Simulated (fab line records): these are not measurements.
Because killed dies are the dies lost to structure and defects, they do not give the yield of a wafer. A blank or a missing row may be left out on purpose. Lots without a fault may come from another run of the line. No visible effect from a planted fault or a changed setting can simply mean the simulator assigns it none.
Which tool is to blame? :: flow gf180mcu :: 13 lots, 39 wafers sampled, at 6 steps of a route of 602

## WHAT THE GAUGES SHOWED, per wafer
GF_SALICIDE_RS_MEAS_04: measures by four-point-probe.
lot: L161
measured: day 16 12:35
on: film-metro-02
SALICIDE_TIN_RS (ohm/sq): 16.50 15.97 16.08

lot: L162
measured: day 16 21:30
on: film-metro-01
SALICIDE_TIN_RS (ohm/sq): 16.00 16.14 15.83

lot: L164
measured: day 17 09:03
on: film-metro-03
SALICIDE_TIN_RS (ohm/sq): 16.78 16.88 16.52

lot: L165
measured: day 17 16:37
on: film-metro-01
SALICIDE_TIN_RS (ohm/sq): 16.32 16.65 16.53

lot: L166
measured: day 18 00:25
on: film-metro-03
SALICIDE_TIN_RS (ohm/sq): 16.54 16.57 16.41

lot: L167
measured: day 18 04:30
on: film-metro-01
SALICIDE_TIN_RS (ohm/sq): 16.41 16.44 16.50

lot: L169
measured: day 19 08:09
on: film-metro-02
SALICIDE_TIN_RS (ohm/sq): 16.64 16.58 16.56

lot: L173
measured: day 20 18:24
on: film-metro-01
SALICIDE_TIN_RS (ohm/sq): 28.37 27.83 27.57

lot: L174
measured: day 20 22:24
on: film-metro-03
SALICIDE_TIN_RS (ohm/sq): 27.93 27.90 27.84

lot: L178
measured: day 22 07:17
on: film-metro-01
SALICIDE_TIN_RS (ohm/sq): 16.60 16.24 16.50

lot: L179
measured: day 22 17:15
on: film-metro-03
SALICIDE_TIN_RS (ohm/sq): 16.23 16.48 16.59

lot: L180
measured: day 22 21:57
on: film-metro-02
SALICIDE_TIN_RS (ohm/sq): 16.34 16.39 16.09

lot: L181
measured: day 23 06:16
on: film-metro-03
SALICIDE_TIN_RS (ohm/sq): 16.18 16.38 16.18

GF_SALICIDE_THK_MEAS_05: measures by xrf.
lot: L161
measured: day 16 12:43
on: film-metro-02
SALICIDE_TIN_THK (nm): 20.01 20.21 20.30

lot: L162
measured: day 16 21:37
on: film-metro-01
SALICIDE_TIN_THK (nm): 20.24 20.24 20.37

lot: L164
measured: day 17 09:09
on: film-metro-03
SALICIDE_TIN_THK (nm): 20.16 19.98 20.20

lot: L165
measured: day 17 16:43
on: film-metro-01
SALICIDE_TIN_THK (nm): 19.96 20.12 20.05

lot: L166
measured: day 18 00:31
on: film-metro-03
SALICIDE_TIN_THK (nm): 20.29 20.32 20.30

lot: L167
measured: day 18 04:37
on: film-metro-01
SALICIDE_TIN_THK (nm): 20.27 20.19 20.16

lot: L169
measured: day 19 08:16
on: film-metro-02
SALICIDE_TIN_THK (nm): 20.13 20.15 20.19

lot: L173
measured: day 20 18:31
on: film-metro-01
SALICIDE_TIN_THK (nm): <0.00 <0.00 <0.00

lot: L174
measured: day 20 22:31
on: film-metro-03
SALICIDE_TIN_THK (nm): <0.00 <0.00 <0.00

lot: L178
measured: day 22 07:24
on: film-metro-01
SALICIDE_TIN_THK (nm): 19.77 20.09 20.06

lot: L179
measured: day 22 17:22
on: film-metro-03
SALICIDE_TIN_THK (nm): 20.30 20.53 20.34

lot: L180
measured: day 22 22:04
on: film-metro-02
SALICIDE_TIN_THK (nm): 20.49 20.28 20.36

lot: L181
measured: day 23 06:23
on: film-metro-03
SALICIDE_TIN_THK (nm): 20.10 20.16 19.89

GF_CONTACT_OVL_MEAS_15.
lot: L161
measured: day 17 12:10
on: overlay-01
CONTACT_OVL (nm): 15 12 18

lot: L162
measured: day 17 21:10
on: overlay-02
CONTACT_OVL (nm): 14 4 7

lot: L164
measured: day 18 09:38
on: overlay-01
CONTACT_OVL (nm): 5 15 11

lot: L165
measured: day 18 17:26
on: overlay-02
CONTACT_OVL (nm): 9 14 9

lot: L166
measured: day 19 01:38
on: overlay-02
CONTACT_OVL (nm): 12 3 9

lot: L167
measured: day 19 05:11
on: overlay-01
CONTACT_OVL (nm): 13 10 16

lot: L169
measured: day 20 10:04
on: overlay-02
CONTACT_OVL (nm): 12 15 4

lot: L178
measured: day 23 07:25
on: overlay-02
CONTACT_OVL (nm): 14 13 14

lot: L179
measured: day 23 17:22
on: overlay-01
CONTACT_OVL (nm): 29 23 23

lot: L180
measured: day 23 22:13
on: overlay-01
CONTACT_OVL (nm): 3 -2 9

lot: L181
measured: day 24 06:04
on: overlay-01
CONTACT_OVL (nm): 12 4 3

GF_M1_THK_MEAS_06: measures by xrf.
lot: L161
measured: day 17 13:41
on: film-metro-01
M1_ALCU_THK (nm): 437 434 436

lot: L162
measured: day 17 22:41
on: film-metro-04
M1_ALCU_THK (nm): 452 450 449

lot: L164
measured: day 18 11:12
on: film-metro-02
M1_ALCU_THK (nm): 435 441 443

lot: L165
measured: day 18 18:58
on: film-metro-04
M1_ALCU_THK (nm): 445 446 444

lot: L166
measured: day 19 03:10
on: film-metro-01
M1_ALCU_THK (nm): 443 438 441

lot: L167
measured: day 19 06:43
on: film-metro-04
M1_ALCU_THK (nm): 436 440 439

lot: L169
measured: day 20 11:49
on: film-metro-04
M1_ALCU_THK (nm): 446 450 449

lot: L178
measured: day 23 09:15
on: film-metro-04
M1_ALCU_THK (nm): 441 441 439

lot: L179
measured: day 23 18:54
on: film-metro-04
M1_ALCU_THK (nm): 444 444 447

lot: L180
measured: day 23 23:50
on: film-metro-01
M1_ALCU_THK (nm): 442 443 442

lot: L181
measured: day 24 07:41
on: film-metro-04
M1_ALCU_THK (nm): 441 437 439

GF_M1_OVL_MEAS_15.
lot: L161
measured: day 18 13:03
on: overlay-02
M1_OVL (nm): -4 -6 -6

lot: L162
measured: day 18 22:28
on: overlay-02
M1_OVL (nm): -7 -7 -2

lot: L164
measured: day 19 11:31
on: overlay-01
M1_OVL (nm): 9 -1 -1

lot: L165
measured: day 19 19:40
on: overlay-01
M1_OVL (nm): -12 6 -1

lot: L166
measured: day 20 03:19
on: overlay-01
M1_OVL (nm): 0 -3 -6

lot: L167
measured: day 20 06:52
on: overlay-02
M1_OVL (nm): -1 -11 -7

lot: L169
measured: day 21 11:34
on: overlay-01
M1_OVL (nm): -2 0 -4

lot: L178
measured: day 24 07:46
on: overlay-02
M1_OVL (nm): 3 -1 -11

lot: L179
measured: day 24 16:55
on: overlay-01
M1_OVL (nm): -10 -4 3

lot: L180
measured: day 24 21:49
on: overlay-02
M1_OVL (nm): -7 -2 -5

lot: L181
measured: day 25 05:19
on: overlay-01
M1_OVL (nm): -10 3 -2

## EACH LOT AND THE TOOL THAT RAN IT (in order: tool; ch and the chambers of the sampled wafers; start)
lot: L161
GF_SALICIDE_SPUTTER_03: pvd-sputter-01, day 16 12:34

lot: L162
GF_SALICIDE_SPUTTER_03: pvd-sputter-01, day 16 21:29

lot: L164
GF_SALICIDE_SPUTTER_03: pvd-sputter-02, day 17 08:59

lot: L165
GF_SALICIDE_SPUTTER_03: pvd-sputter-02, day 17 16:32

lot: L166
GF_SALICIDE_SPUTTER_03: pvd-sputter-02, day 18 00:22

lot: L167
GF_SALICIDE_SPUTTER_03: pvd-sputter-02, day 18 04:28

lot: L169
GF_SALICIDE_SPUTTER_03: pvd-sputter-02, day 19 08:07

lot: L173
GF_SALICIDE_SPUTTER_03: pvd-sputter-02, day 20 18:22

lot: L174
GF_SALICIDE_SPUTTER_03: pvd-sputter-02, day 20 22:22

lot: L178
GF_SALICIDE_SPUTTER_03: pvd-sputter-02, day 22 07:15

lot: L179
GF_SALICIDE_SPUTTER_03: pvd-sputter-02, day 22 17:13

lot: L180
GF_SALICIDE_SPUTTER_03: pvd-sputter-01, day 22 21:54

lot: L181
GF_SALICIDE_SPUTTER_03: pvd-sputter-04, day 23 06:12
- GF_SALICIDE_SPUTTER_03: material TiN, target thk 20 nm, time 16.7 s.

## WHAT THE TOOLS THEMSELVES READ (means of the sampled wafers that have a number; where no wafer has one, the mark that the record gives instead)
GF_SALICIDE_SPUTTER_03.
lot: L161
tool: pvd-sputter-01
cathode-dc-power-W (W): 6500.1
chamber-pressure-pa (Pa): 0.4004
throttle-valve-pct (%): 29.7

lot: L162
tool: pvd-sputter-01
cathode-dc-power-W (W): 6499.8
chamber-pressure-pa (Pa): 0.4002
throttle-valve-pct (%): 29.6

lot: L164
tool: pvd-sputter-02
cathode-dc-power-W (W): 6499.4
chamber-pressure-pa (Pa): 0.3996
throttle-valve-pct (%): 30.0

lot: L165
tool: pvd-sputter-02
cathode-dc-power-W (W): 6500.5
chamber-pressure-pa (Pa): 0.3998
throttle-valve-pct (%): 30.2

lot: L166
tool: pvd-sputter-02
cathode-dc-power-W (W): 6500.3
chamber-pressure-pa (Pa): 0.4004
throttle-valve-pct (%): 29.5

lot: L167
tool: pvd-sputter-02
cathode-dc-power-W (W): 6500.3
chamber-pressure-pa (Pa): 0.4006
throttle-valve-pct (%): 30.0

lot: L169
tool: pvd-sputter-02
cathode-dc-power-W (W): 6501.0
chamber-pressure-pa (Pa): 0.4000
throttle-valve-pct (%): 30.0

lot: L173
tool: pvd-sputter-02
cathode-dc-power-W (W): -
chamber-pressure-pa (Pa): -
throttle-valve-pct (%): -

lot: L174
tool: pvd-sputter-02
cathode-dc-power-W (W): -
chamber-pressure-pa (Pa): -
throttle-valve-pct (%): -

lot: L178
tool: pvd-sputter-02
cathode-dc-power-W (W): 6501.0
chamber-pressure-pa (Pa): 0.4000
throttle-valve-pct (%): 29.6

lot: L179
tool: pvd-sputter-02
cathode-dc-power-W (W): 6499.2
chamber-pressure-pa (Pa): 0.3996
throttle-valve-pct (%): 29.6

lot: L180
tool: pvd-sputter-01
cathode-dc-power-W (W): 6500.8
chamber-pressure-pa (Pa): 0.4003
throttle-valve-pct (%): 30.2

lot: L181
tool: pvd-sputter-04
cathode-dc-power-W (W): 6499.8
chamber-pressure-pa (Pa): 0.4003
throttle-valve-pct (%): 30.2

## THE ANSWER, worked out from the rows above alone
Rule: the usual values come from the lots themselves. Put in order of their means at a reading, lots are off if they are a third of the lots or fewer, leave a main group of 4 or more, and stand apart from it by a gap of 3 or more times the standard deviation of the main group's means; of several such gaps the widest counts. Not used: any main group whose means are identical at the precision the tables above print for the reading. A lot without any number at a reading at which 4 lots or more have one is off too. The other lots that the step has rows for count as sound. First the gauges in route order, then the tools' own readings, where a lot's mean is used as printed above. The first step at which some lot is off is used, and at that step the reading that is off furthest; a lot without a number counts as furthest.
Off: L173, L174, at GF_SALICIDE_RS_MEAS_04 (SALICIDE_TIN_RS). The main group has a mean of 16.40 ohm/sq with a standard deviation of 0.2.
If a tool, at a process step before that reading, ran all the lots that are off and no sound lot after the first of them, it fits. The gauges at GF_SALICIDE_RS_MEAS_04 aren't tried: what is off there is off at GF_SALICIDE_SPUTTER_03 too, on other tools, and a gauge's error can't cause that. Not one of the candidates tried fits.

## WHAT WAS PUT IN BY THE SIMULATOR
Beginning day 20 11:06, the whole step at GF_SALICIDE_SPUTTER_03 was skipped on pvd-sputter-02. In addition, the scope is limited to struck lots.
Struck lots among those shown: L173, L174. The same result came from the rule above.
